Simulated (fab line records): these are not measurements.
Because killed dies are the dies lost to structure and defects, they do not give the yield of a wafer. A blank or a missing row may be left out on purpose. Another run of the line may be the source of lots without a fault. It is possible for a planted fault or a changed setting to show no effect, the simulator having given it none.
Chamber matching :: flow gf180mcu :: cmp-02 running GF_V2_CMP_26: 4 sister chambers
The step polishes, stops on SiO2, t overpolish 15 s, target thk 0 nm. 16 wafers are shown with their chamber, then 8 later ones without.

== WAFERS WITH THEIR CHAMBER ==
wafer: L844.2
chamber: 1
motorCurrentA (A): 11.4
retainingRingPressureFrac: 1.000
edgeZonePressureFrac: 1.004

wafer: L844.3
chamber: 2
motorCurrentA (A): 9.9
retainingRingPressureFrac: 1.001
edgeZonePressureFrac: 0.999

wafer: L844.5
chamber: 3
motorCurrentA (A): 11.4
retainingRingPressureFrac: 0.997
edgeZonePressureFrac: 1.002

wafer: L846.2
chamber: 3
motorCurrentA (A): 10.5
retainingRingPressureFrac: 1.011
edgeZonePressureFrac: 1.003

wafer: L846.4
chamber: 1
motorCurrentA (A): 10.9
retainingRingPressureFrac: 1.006
edgeZonePressureFrac: 1.000

wafer: L846.5
chamber: 3
motorCurrentA (A): 10.7
retainingRingPressureFrac: 1.007
edgeZonePressureFrac: 1.002

wafer: L847.1
chamber: 1
motorCurrentA (A): 11.5
retainingRingPressureFrac: 1.003
edgeZonePressureFrac: 1.005

wafer: L847.4
chamber: 0
motorCurrentA (A): 9.9
retainingRingPressureFrac: 0.996
edgeZonePressureFrac: 0.994

wafer: L847.6
chamber: 3
motorCurrentA (A): 11.2
retainingRingPressureFrac: 0.993
edgeZonePressureFrac: 0.993

wafer: L851.1
chamber: 0
motorCurrentA (A): 9.4
retainingRingPressureFrac: 0.990
edgeZonePressureFrac: 1.001

wafer: L851.3
chamber: 2
motorCurrentA (A): 10.6
retainingRingPressureFrac: 0.998
edgeZonePressureFrac: 0.998

wafer: L851.5
chamber: 2
motorCurrentA (A): 10.5
retainingRingPressureFrac: 1.007
edgeZonePressureFrac: 1.004

wafer: L852.1
chamber: 0
motorCurrentA (A): 9.9
retainingRingPressureFrac: 0.998
edgeZonePressureFrac: 0.995

wafer: L852.2
chamber: 1
motorCurrentA (A): 12.0
retainingRingPressureFrac: 1.003
edgeZonePressureFrac: 1.003

wafer: L852.6
chamber: 3
motorCurrentA (A): 10.1
retainingRingPressureFrac: 1.004
edgeZonePressureFrac: 1.000

wafer: L863.1
chamber: 3
motorCurrentA (A): 10.2
retainingRingPressureFrac: 0.999
edgeZonePressureFrac: 0.999

SIGNATURES (means of the wafers above)
reading: motorCurrentA
chamber 0: 9.733
chamber 1: 11.450
chamber 2: 10.333
chamber 3: 10.683
scatter within a chamber: 0.452

reading: retainingRingPressureFrac
chamber 0: 0.99467
chamber 1: 1.00300
chamber 2: 1.00200
chamber 3: 1.00183
scatter within a chamber: 0.00516

reading: edgeZonePressureFrac
chamber 0: 0.99667
chamber 1: 1.00300
chamber 2: 1.00033
chamber 3: 0.99983
scatter within a chamber: 0.00329
Rule: for each reading, subtract the chamber's mean from the wafer's reading, divide by that reading's scatter and square the result; add these up over the readings and take the root, which gives the wafer's distance from the chamber. If the next closest chamber is less than 2 further off than the closest, the wafer can't be placed; otherwise it belongs to the closest. How the scatter is found: for the shown wafers, subtract from each reading the mean of its chamber, square and add these, divide the total by (wafers less chambers), then take the root.

== WAFERS WHOSE CHAMBER IS MISSING ==
wafer: L863.3
motorCurrentA (A): 12.0
retainingRingPressureFrac: 1.006
edgeZonePressureFrac: 0.995

wafer: L863.6
motorCurrentA (A): 11.1
retainingRingPressureFrac: 1.003
edgeZonePressureFrac: 0.998

wafer: L864.2
motorCurrentA (A): 11.6
retainingRingPressureFrac: 0.996
edgeZonePressureFrac: 1.003

wafer: L864.5
motorCurrentA (A): 10.1
retainingRingPressureFrac: 1.007
edgeZonePressureFrac: 1.001

wafer: L864.6
motorCurrentA (A): 10.0
retainingRingPressureFrac: 0.996
edgeZonePressureFrac: 0.994

wafer: L867.1
motorCurrentA (A): 10.4
retainingRingPressureFrac: 0.994
edgeZonePressureFrac: 0.996

wafer: L867.4
motorCurrentA (A): 10.7
retainingRingPressureFrac: 0.993
edgeZonePressureFrac: 0.999

wafer: L867.5
motorCurrentA (A): 12.1
retainingRingPressureFrac: 1.004
edgeZonePressureFrac: 1.004

== CHAMBER TAKEN BY EACH ==
wafer: L863.3
from the rows above: can't be placed: 1 or 3 or 2
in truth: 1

wafer: L863.6
from the rows above: can't be placed: 3 or 1 or 2
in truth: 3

wafer: L864.2
from the rows above: can't be placed: 1 or 3 or 2
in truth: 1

wafer: L864.5
from the rows above: can't be placed: 2 or 3 or 0
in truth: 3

wafer: L864.6
from the rows above: can't be placed: 0 or 2 or 3
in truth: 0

wafer: L867.1
from the rows above: can't be placed: 0 or 3 or 2
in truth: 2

wafer: L867.4
from the rows above: can't be placed: 3 or 2 or 0 or 1
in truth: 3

wafer: L867.5
from the rows above: can't be placed: 1 or 3
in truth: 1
Correctly placed: 0 of 8. Can't be placed from these rows: 8 (the true chamber is among the candidates in 8). Number placed wrongly: 0.
